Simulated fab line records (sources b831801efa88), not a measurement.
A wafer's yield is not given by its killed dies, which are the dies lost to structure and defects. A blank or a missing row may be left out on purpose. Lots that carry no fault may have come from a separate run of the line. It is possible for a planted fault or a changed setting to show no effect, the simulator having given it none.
A lot that was struck, set against a sound lot / flow gf180mcu / 19 out of 602 route steps
Sound: the wafers L318.4, L318.5, L318.6. Struck: wafers L326.1, L326.3, L326.4. The cause is named last.
For every step that has rows: the tool of each side, followed by ch and its chambers, followed by its first start. Under that, the readings that differ: sound wafers / struck wafers / difference of the means / sigmas: that difference in standard deviations of wafers without a fault.
alike: a reading whose means differ by less than 2 such deviations, as well as words and numbers matching on both sides. not compared: withheld readings; readings where some wafer has no value; bounds like >300 that might hide an equal value; numbers whose values overlap and for which the record gives no deviation.
The two part at a step that has a row with sigmas, a row that says differs or no value, or rows on one side only. When numbers do not overlap yet have no deviation, they are printed without sigmas and do not part them. A reading missing from all wafers of one side parts the sides only when that side holds two or more wafers.

first, 1 step without rows for these wafers: GF_NSD_IMPLANT_10.
GF_NSD_STRIP_11: strips in O2/N2.
  sound on plasma_asher-04 ch 0,1, day 14 01:19; struck on plasma_asher-04 ch 0,1, day 16 19:44
  alike: drypump_motor_current_A, heater_power_w, oes_product_au, strip_time_to_endpoint_s
  not compared: rf_hours_counter_h
GF_NSD_TW_MEAS_12:
  sound: film_metro-03 at day 14 01:25; struck: film_metro-03 at day 16 19:50
  alike: NSD_TW
then, 7 steps without rows for these wafers: GF_PSD_DEHYDRATE_00 (time 60 s); GF_PSD_HMDS_01 (prime time 60 s); GF_PSD_COAT_02 (resist thk 1000 nm); GF_PSD_SOFTBAKE_03 (time 60 s); GF_PSD_EXPOSE_04 (exposes mask Pplus, target cd 400 nm); GF_PSD_PEB_05; GF_PSD_DEVELOP_06 (develop time 60 s).
GF_PSD_CD_MEAS_07 targets a cd of 400 nm.
  sound: cd_sem-02 at day 14 21:41; struck: cd_sem-01 at day 17 18:20
  alike: cd_nm
GF_PSD_OVL_MEAS_08:
  sound: overlay-02 at day 14 21:46; struck: overlay-01 at day 17 18:27
  alike: PSD_OVL
GF_PSD_IMPLANT_09:
  sound on implanter-02 ch 0, day 14 21:52; struck on implanter-03 ch 0, day 17 18:29
reading=implant_ion_amu; sound=49 49 49; struck=75 75 75; difference=+26; sigmas=
reading=model.implant.drp_nm (nm); sound=15.87 15.87 15.87; struck=11.92 11.92 11.92; difference=-3.95; sigmas=
reading=model.implant.rp_nm (nm); sound=30.25 30.25 30.25; struck=27.38 27.38 27.38; difference=-2.87; sigmas=
  alike: faraday_current_uA
GF_PSD_STRIP_10: strips in O2/N2.
  sound on plasma_asher-02 ch 0,1, day 14 21:58; struck on plasma_asher-01 ch 0,1, day 17 18:38
reading=strip_time_to_endpoint_s (s); sound=16.52 16.48 16.48; struck=16.63 16.65 16.59; difference=+0.13; sigmas=+3
  alike: drypump_motor_current_A, heater_power_w, oes_product_au
  not compared: rf_hours_counter_h
GF_PSD_TW_MEAS_11:
  sound: film_metro-04 at day 14 22:04; struck: film_metro-03 at day 17 18:58
reading=PSD_TW; sound=3253 3231 3228; struck=3672 3662 3652; difference=+425; sigmas=+14
  not compared: hold
GF_PSD_RTA_13: time 20 s.
  sound on rtp_anneal-02 ch 0, day 14 22:11; struck on rtp_anneal-01 ch 0, day 17 23:43
reading=lamp_power_pct (%); sound=28.9 28.8 28.8; struck=34.5 34.5 34.6; difference=+5.7; sigmas=+2
  alike: wafer_temp_C_max
GF_PSD_RS_MEAS_14: measurement is done with a four-point probe.
  sound: film_metro-03 at day 14 22:17; struck: film_metro-02 at day 17 23:56
  alike: NSD_RS
GF_PSD_RS_MEAS_15: measurement is done with a four-point probe.
  sound: film_metro-03 at day 14 22:25; struck: film_metro-02 at day 18 00:23
reading=PSD_RS (ohm/sq); sound=108.74 108.60 108.23; struck=52.16 52.18 52.29; difference=-56.31; sigmas=-99 or more
  not compared: hold
GF_PASSIVATION_PROBE_99:
  rows exist in the record for the sound wafers here (prober-01, day 29 16:04), none for the struck ones

== WHERE THEY PART ==
First at GF_PSD_STRIP_10; last, within this record, at GF_PASSIVATION_PROBE_99.

WHY: whatever the simulator had introduced
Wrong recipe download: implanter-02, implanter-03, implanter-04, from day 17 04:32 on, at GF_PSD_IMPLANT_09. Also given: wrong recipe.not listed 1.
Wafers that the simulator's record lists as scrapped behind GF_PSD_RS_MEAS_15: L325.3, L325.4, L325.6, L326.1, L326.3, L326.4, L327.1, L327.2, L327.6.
